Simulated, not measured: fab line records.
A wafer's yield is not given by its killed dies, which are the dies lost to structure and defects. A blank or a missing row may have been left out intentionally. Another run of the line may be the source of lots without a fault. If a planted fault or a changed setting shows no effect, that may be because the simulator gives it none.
Chamber matching + flow sky130 + 4 sister chambers for SKY_VIA2_ETCH_15 on rie diel-03
The step etches SiO2 in C4F8/O2/Ar, stops on TiN, target depth 546 nm, time 84 s. 7 wafers are shown with their chamber, then 12 later ones without.

== WAFERS, EACH WITH ITS CHAMBER ==
| wafer  | chamber | oes product au (a.u.) | bias w (W) |
|--------|---------|-----------------------|------------|
| L088.3 | 0       | 0.938                 | 1202       |
| L089.3 | 3       | 0.945                 | 1194       |
| L089.4 | 2       | 0.940                 | 1198       |
| L089.5 | 1       | 0.939                 | 1202       |
| L090.2 | 2       | 0.944                 | 1203       |
| L090.3 | 3       | 0.944                 | 1204       |
| L090.4 | 1       | 0.931                 | 1197       |

== WAFERS WITH NO CHAMBER GIVEN ==
| wafer  | oes product au (a.u.) | bias w (W) |
|--------|-----------------------|------------|
| L092.2 | 0.933                 | 1195       |
| L092.5 | 0.939                 | 1204       |
| L092.6 | 0.935                 | 1201       |
| L091.2 | 0.936                 | 1198       |
| L091.4 | 0.936                 | 1200       |
| L091.5 | 0.941                 | 1197       |
| L095.1 | 0.940                 | 1203       |
| L095.2 | 0.946                 | 1196       |
| L095.3 | 0.945                 | 1201       |
| L097.1 | 0.939                 | 1199       |
| L097.2 | 0.939                 | 1200       |
| L097.4 | 0.932                 | 1199       |

== WHICH CHAMBER EACH ONE RAN IN ==
| wafer  | from the rows above               | in truth |
|--------|-----------------------------------|----------|
| L092.2 | can't be placed: 1 or 0 or 2      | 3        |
| L092.5 | can't be placed: 0 or 2 or 1 or 3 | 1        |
| L092.6 | can't be placed: 1 or 0 or 2      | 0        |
| L091.2 | can't be placed: 1 or 0 or 2 or 3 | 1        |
| L091.4 | can't be placed: 1 or 0 or 2      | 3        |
| L091.5 | can't be placed: 2 or 3 or 0 or 1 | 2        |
| L095.1 | can't be placed: 0 or 2 or 3 or 1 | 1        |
| L095.2 | can't be placed: 3 or 2 or 0      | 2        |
| L095.3 | can't be placed: 3 or 2 or 0      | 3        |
| L097.1 | can't be placed: 0 or 2 or 1 or 3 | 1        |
| L097.2 | can't be placed: 0 or 2 or 1 or 3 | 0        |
| L097.4 | can't be placed: 1 or 0 or 2      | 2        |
0 of 12 placed correctly. Can't be placed from these rows: 12 (the true chamber is among the candidates in 10). Number placed wrongly: 0.
How it was worked out, from the rows above alone: a wafer's distance from a chamber is the root of the sum, over the readings, of the square of ((its reading less the chamber's mean) divided by the reading's scatter). If the next closest chamber is less than 2 further off than the closest, the wafer can't be placed; otherwise it belongs to the closest. A chamber's mean is the mean of its shown wafers. How the scatter is found: for the shown wafers, subtract from each reading the mean of its chamber, square and add these, divide the total by (wafers less chambers), then take the root.
